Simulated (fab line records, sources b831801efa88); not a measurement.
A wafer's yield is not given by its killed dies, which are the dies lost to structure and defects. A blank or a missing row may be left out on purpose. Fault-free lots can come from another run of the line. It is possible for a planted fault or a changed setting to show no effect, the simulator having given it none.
Problem report in the 8D (eight disciplines) form, filled by code | flow gf180mcu | the parts of the form that need people (team, actions taken, sign-off) are left out

== 1. WHAT IS WRONG ==
Mean of spin speed rpm at GF_HV_LDD_COAT_41: 2685.2 rpm across 6 wafers in 2 lots; on wafers with no fault it is 3000.0 rpm (standard deviation 2). That is -99 or more standard deviations from the usual mean.
The step: resist thk 1000 nm.
The first sign was on wafer L179.2 at day 15 13:19, on litho track-02. At this step, 36 wafers from 12 lots have a number in the record. Rule for "out" (also "out of limits"): further than 4 standard deviations from the usual mean. Any other wafer with a number is counted as sound.

== 2. WHAT IT IS AND WHAT IT IS NOT ==
question                    | is                     | is not
which readings at this step | spin speed rpm         | -
which lots                  | L179, L183             | L169, L171, L172, L173, L174, L176, L188, L189, L190, L191
which wafers of those lots  | all that have a number | -
read on which tools         | litho track-02         | litho track-01, litho track-04
when                        | from day 15 13:19      | up to then (18 sound wafers); but 12 sound wafers of L188, L189, L190, L191 came after

== 3. SUSPECTS, AND WHAT RULES EACH OUT ==
Counting: a tool stays on the suspect list if, at a process step up to the reading, it processed all lots that are out and no sound lot following the first of them.
- litho track-02 at GF_HV_LDD_COAT_41 (resist thk 1000 nm): ruled out as a lasting fault. Following L179 (day 15 13:19), the first lot on it that is out, the sound lots L191 were run on it.
Left after counting: nothing in the record.

== 4. THE CAUSE (what the simulator had put in) ==
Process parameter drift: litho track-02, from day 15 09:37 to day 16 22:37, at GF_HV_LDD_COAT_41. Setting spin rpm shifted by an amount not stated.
Counting ruled it out, wrongly.

== 5. SEQUENCE OF EFFECTS, ordered by route ==
Rows list readings where the struck wafers' mean (over those with a number) sits beyond 3 standard deviations from the usual. Readings are gone through only where the record gives a usual standard deviation; hours: the median, over the lots, of the time from a lot's start at the first step in this table giving one to that lot's start at this step; sigmas: the change measured in usual standard deviations.
hours | step               | reading                  | usual      | on struck wafers | change | sigmas
0     | GF_HV_LDD_COAT_41  | spin speed rpm           | 3000.0 rpm | 2685.2           | -314.8 | -99 or more
13    | GF_HV_LDD_STRIP_49 | strip time to endpoint s | 12.614 s   | 13.188           | +0.574 | +21
It contains these process steps:
- GF_HV_LDD_COAT_41: resist thk 1000 nm.
- GF_HV_LDD_STRIP_49: strips in O2/N2.
At these later measuring or inspecting steps, every struck wafer for which the step has a row has a number for every such reading, and none has moved that far: GF_HV_LDD_CD_MEAS_46, GF_PSD_OVL_MEAS_08.

== 6. WHAT WOULD HAVE CAUGHT IT SOONER ==
First out-of-limits reading in this record: day 15 13:19, which is 4 hours after fault onset at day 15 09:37.
